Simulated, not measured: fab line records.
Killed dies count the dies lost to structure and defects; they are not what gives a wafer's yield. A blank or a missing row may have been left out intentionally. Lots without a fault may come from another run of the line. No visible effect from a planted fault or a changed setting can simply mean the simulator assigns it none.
Code-filled problem report in 8D (eight disciplines) form -- flow gf180mcu -- the parts of the form that need people (team, actions taken, sign-off) are left out

== 1. THE ISSUE ==
Wafers free of any fault read 1055 (standard deviation 14) for HV_LDD_2_TW at GF_HV_LDD_TW_MEAS_23, against a mean of 1152 on 6 wafers of 2 lots. That is +7.0 standard deviations from the usual mean.
Earliest sighting: wafer L586.1 on filmMetro-02 at day 11 23:07. Wafers with a number at this step in the record: 42, from 14 lots. The rule behind "out" and "out of limits": a value lying over 4 standard deviations away from the usual mean. Any other wafer with a number is counted as sound.

== 2. WHAT IT IS, WHAT IT ISN'T ==
question,is,is not
which readings at this step,HV_LDD_2_TW,-
which lots,"L586, L590","L582, L583, L591, L595, L596, L598, L599, L600, L601, L602, L604, L605"
which wafers of those lots,all that have a number,-
read on which gauges,filmMetro-02,"filmMetro-01, filmMetro-04"
when,from day 11 23:07,"up to then (6 sound wafers); but 30 sound wafers of L591, L595, L596, L598, L599, L600, L601, L602, L604, L605 came after"

== 3. THE SUSPECTS, EACH WITH WHAT RULES IT OUT ==
Counting: a tool stays on the suspect list if, at a process step up to the reading, it processed all lots that are out and no sound lot following the first of them.
- the gauge at GF_HV_LDD_TW_MEAS_23 has been ruled out. All the wafers that are out were read on filmMetro-02, but those of them that GF_HV_LDD_IMPLANT_21 has rows for are out there too, on other tools.
- implanter-01 at GF_HV_LDD_IMPLANT_21: ruled out as a lasting fault. The sound lots L598, L599, L600, L602 went through it after L586, its earliest lot that is out (day 11 22:52).
Left after counting: nothing in the record.

== 4. THE CAUSE (what the simulator had put in) ==
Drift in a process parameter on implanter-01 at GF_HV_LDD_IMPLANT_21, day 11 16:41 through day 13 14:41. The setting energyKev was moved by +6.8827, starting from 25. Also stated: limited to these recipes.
It was ruled out by counting, in error; the rule expects a fault to strike all lots run on its tool from its start on, and this fault did not.

== 5. THE CHAIN OF EFFECTS, in route order ==
One row per reading whose mean, taken over the struck wafers that have a number, lies over 3 standard deviations from the usual. Scope: only readings with a usual standard deviation given in the record; hours: median across lots of the time from each lot's start at the first step in this table that gives one to its start at this step; sigmas: change in usual standard deviations.
hours,step,reading,usual,on struck wafers,change,sigmas
0,GF_HV_LDD_IMPLANT_21,beamEnergyKeV,24.999,31.881,+6.882,+99 or more
0,GF_HV_LDD_TW_MEAS_23,HV_LDD_2_TW,1055,1152,+98,+7.0
The process steps in it:
- GF_HV_LDD_IMPLANT_21

== 6. HOW IT WOULD HAVE BEEN CAUGHT EARLIER ==
6 hours passed between the start of the fault at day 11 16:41 and the first reading out of limits at a measuring or inspecting step in this record, taken at day 11 23:07.
Tool's own readings at GF_HV_LDD_IMPLANT_21, beamEnergyKeV: out on all struck wafers the step has rows for; an alarm limit on them would have tripped on the first.
